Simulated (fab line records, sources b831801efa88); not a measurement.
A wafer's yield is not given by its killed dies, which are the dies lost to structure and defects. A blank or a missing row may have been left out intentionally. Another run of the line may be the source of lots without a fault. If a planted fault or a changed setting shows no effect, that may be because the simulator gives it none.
A struck lot beside a sound one -- flow sky130 -- 15 out of 708 route steps
Sound: these wafers, L610.1, L610.3, L610.4. The struck wafers were L611.2, L611.5, L611.6. The cause is named last.
Each step with rows lists, per side, the tool, then ch with its chambers, then its first start. Under that, the readings that differ: sound wafers -- struck wafers -- difference of the means -- sigmas: that difference in standard deviations of wafers without a fault.
alike: readings with means less than 2 such deviations apart, plus words and numbers identical on both sides. not compared: withheld readings, readings lacking a value on some wafer, bounds such as >300 that could conceal the same value, and numbers that have no deviation in the record and whose values overlap.
A row with sigmas, a row that says differs or no value, or rows on one side alone: a step with any of these is where the two part. Non-overlapping numbers with no deviation appear without sigmas and do not part them. A reading missing from all wafers of one side parts the sides only when that side holds two or more wafers.

first, 6 steps without rows for these wafers: SKY_SD_N_HMDS_01 (prime time 60 s); SKY_SD_N_COAT_02 (resist thk 1140 nm); SKY_SD_N_SOFTBAKE_03 (time 60 s); SKY_SD_N_EXPOSE_04 (exposes mask NSDM, target cd 380 nm); SKY_SD_N_PEB_05; SKY_SD_N_DEVELOP_06 (develop time 60 s).
SKY_SD_N_CD_MEAS_07 targets a cd of 380 nm.
  sound: cdSem-02 at day 32 17:10; struck: cdSem-02 at day 32 16:32
  alike: cdNm
SKY_SD_N_OVL_MEAS_08:
  sound: overlay-01 at day 32 17:17; struck: overlay-01 at day 32 16:38
  alike: SD_N_OVL
then, 2 steps without rows for these wafers: SKY_SD_N_IMPLANT_09; SKY_SD_N_IMPLANT_10.
SKY_SD_N_STRIP_11: strips in O2/N2.
  sound on plasmaAsher-03 ch 0,1, day 32 17:37; struck on plasmaAsher-02 ch 0,1, day 32 16:58
reading,sound,struck,difference,sigmas
stripTimeToEndpointS (s),22.53 22.55 22.59,22.46 22.48 22.48,-0.08,-3
  alike: drypumpMotorCurrentA, oesProductAu
  not compared: rfHoursCounterH
SKY_SD_N_TW_MEAS_12:
  sound: filmMetro-02 at day 32 17:43; struck: filmMetro-01 at day 32 17:04
  alike: SD_N_TW
SKY_SD_N_CLEAN_13: cleans in SC1/SC2, time 150 s.
  sound on wetBench-04 ch 2, day 32 17:46; struck on wetBench-03 ch 3, day 32 17:07
reading,sound,struck,difference,sigmas
runLengthS (s),184 184 184,54 54 54,-130,-32
SKY_SD_N_RTA_14: time 2 s.
  sound on rtpAnneal-01 ch 0, day 32 17:50; struck on rtpAnneal-02 ch 0, day 32 17:11
  alike: lampPowerPct, wafer_temp_C_max
-- record jumps: 17 days separate the struck wafers' starts on either side; left off in module SD_N, taken up again in module PAD_OPEN, whose first shown step is the route's number 708 --
SKY_PAD_OPEN_PROBE_99:
  sound: prober-01 at day 49 08:50; struck: prober-02 at day 49 07:43
reading,sound,struck,difference,sigmas
model.etest.diodeNwellSub.leakLog10ACm2,-7.337 -7.018 -7.239,-6.739 -6.861 -6.85,+0.381,
model.etest.diodeDnwellSub.leakLog10ACm2,-7.338 -7.134 -7.127,-6.747 -6.448 -6.898,+0.502,
model.etest.diodePwellDnwell.leakLog10ACm2,-7.572 -7.639 -7.809,-7.061 -7.266 -7.124,+0.523,
model.etest.nfet_16v.offLog10AUm,-13.72 -13.87 -13.8,-13.7 -13.58 -13.59,+0.2,
  alike: killed_at_M0_to_M3, killed_at_M4_up, killedAtContacts, killedAtFrontEnd, killedAtOther, killedDies, killedOpen, killedShort
  not compared: model.etest.diodeNdiffPwellHv.leakLog10ACm2, model.etest.pfet_16v.offLog10AUm

WHERE THEY PART
Earliest at SKY_SD_N_STRIP_11; latest, in this record, at SKY_SD_N_CLEAN_13. Later steps at which nothing parts them and some readings are alike: SKY_SD_N_RTA_14, SKY_PAD_OPEN_PROBE_99.

WHY: the cause the simulator had injected
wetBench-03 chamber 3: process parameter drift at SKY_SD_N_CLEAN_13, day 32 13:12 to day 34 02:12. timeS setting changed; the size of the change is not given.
